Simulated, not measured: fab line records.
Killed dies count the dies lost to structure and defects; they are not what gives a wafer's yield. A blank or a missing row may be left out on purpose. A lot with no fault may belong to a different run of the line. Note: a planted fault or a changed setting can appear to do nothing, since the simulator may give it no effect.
Problem report, 8D (eight disciplines) form, completed by code || flow sky130 || the parts of the form that need people (team, actions taken, sign-off) are left out

## 1. THE ISSUE
Across 6 wafers from 2 lots, SD_N_TW at SKY_SD_N_TW_MEAS_12 averages 3851, while fault-free wafers read 3968 with a standard deviation of 23. That puts it -5.1 standard deviations away from the usual mean.
The first sign was on wafer L959.3 at day 30 17:39, on film-metro-04. At this step, 33 wafers from 11 lots have a number in the record. Rule for "out", or "out of limits": more than 4 standard deviations from the usual mean. The rest of the wafers with a number are treated as sound.

## 2. WHAT THIS IS AND IS NOT
{"question": "which readings at this step", "is": "SD_N_TW", "is not": "-"}
{"question": "which lots", "is": "L959, L960", "is not": "L952, L953, L954, L955, L956, L958, L972, L973, L974"}
{"question": "which wafers of those lots", "is": "all that have a number", "is not": "-"}
{"question": "read on which gauges", "is": "film-metro-02, film-metro-04", "is not": "film-metro-03"}
{"question": "when", "is": "from day 30 17:39", "is not": "up to then (18 sound wafers); but 9 sound wafers of L972, L973, L974 came after"}

## 3. THE SUSPECTS, EACH WITH WHAT RULES IT OUT
Counting: any tool at a process step up to the reading is kept as a suspect provided that every lot that is out went through it and no sound lot did after the first of them.
- ruled out: the gauge at SKY_SD_N_TW_MEAS_12. 2 gauges (film-metro-02, film-metro-04) read the wafers that are out.
- implanter-03 at SKY_SD_N_IMPLANT_09: kept. It ran every lot that is out, first L959 (day 30 17:17), and no sound lot after that; its last sound lot up to then is L958 (day 30 13:17). Its own beam-energy-keV readings are out on those wafers.
- plasma-asher-02 at SKY_SD_N_STRIP_11 (strips in O2/N2): kept. It ran every lot that is out, first L959 (day 30 17:34), and no sound lot after that. Its own strip-time-to-endpoint-s readings are out on those wafers.
Left after counting: implanter-03 at SKY_SD_N_IMPLANT_09, plasma-asher-02 at SKY_SD_N_STRIP_11.

## 4. THE CAUSE (what the simulator had put in)
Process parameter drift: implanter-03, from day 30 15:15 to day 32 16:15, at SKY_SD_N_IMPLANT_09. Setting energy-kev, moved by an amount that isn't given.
Counting left 2 suspects, and this tool is among them.

## 5. SEQUENCE OF EFFECTS, ordered by route
Each row: a reading whose mean over the struck wafers that have a number lies more than 3 standard deviations from the usual. Only readings whose record carries a usual standard deviation are examined. hours: median over the lots of the time between each lot's start at the first step of this table that gives one and its start at this step. sigmas: the change, counted in usual standard deviations.
{"hours": 0, "step": "SKY_SD_N_IMPLANT_09", "reading": "beam-energy-keV", "usual": 49.997, "on struck wafers": 44.614, "change": -5.383, "sigmas": "-99 or more"}
{"hours": 0, "step": "SKY_SD_N_STRIP_11", "reading": "oes-product-au", "usual": "0.528 a.u.", "on struck wafers": 0.542, "change": "+0.014", "sigmas": "+3.2"}
{"hours": 0, "step": "SKY_SD_N_STRIP_11", "reading": "strip-time-to-endpoint-s", "usual": "22.67 s", "on struck wafers": 21.86, "change": -0.82, "sigmas": -23}
{"hours": 0, "step": "SKY_SD_N_TW_MEAS_12", "reading": "SD_N_TW", "usual": 3968, "on struck wafers": 3851, "change": -117, "sigmas": -5.1}
{"hours": 1, "step": "SKY_SD_N_RS_MEAS_16", "reading": "SD_N_RS", "usual": "68.61 ohm/sq", "on struck wafers": 72.75, "change": "+4.14", "sigmas": "+38"}
The process steps in it:
- SKY_SD_N_IMPLANT_09
- SKY_SD_N_STRIP_11: strips in O2/N2.

## 6. WHAT WOULD HAVE CAUGHT IT SOONER
In this record the first reading out of limits at a measuring or inspecting step was taken at day 30 17:39, 2 hours after the fault began at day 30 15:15.
The tool's own readings at SKY_SD_N_IMPLANT_09 were out on every struck wafer that the step has a row for (beam-energy-keV): an alarm limit on them would have fired on the first of those.
Lots out: 2; of these, L960 started SKY_SD_N_IMPLANT_09 on implanter-03 after day 30 17:39. Holding the tool at that time would have saved it.
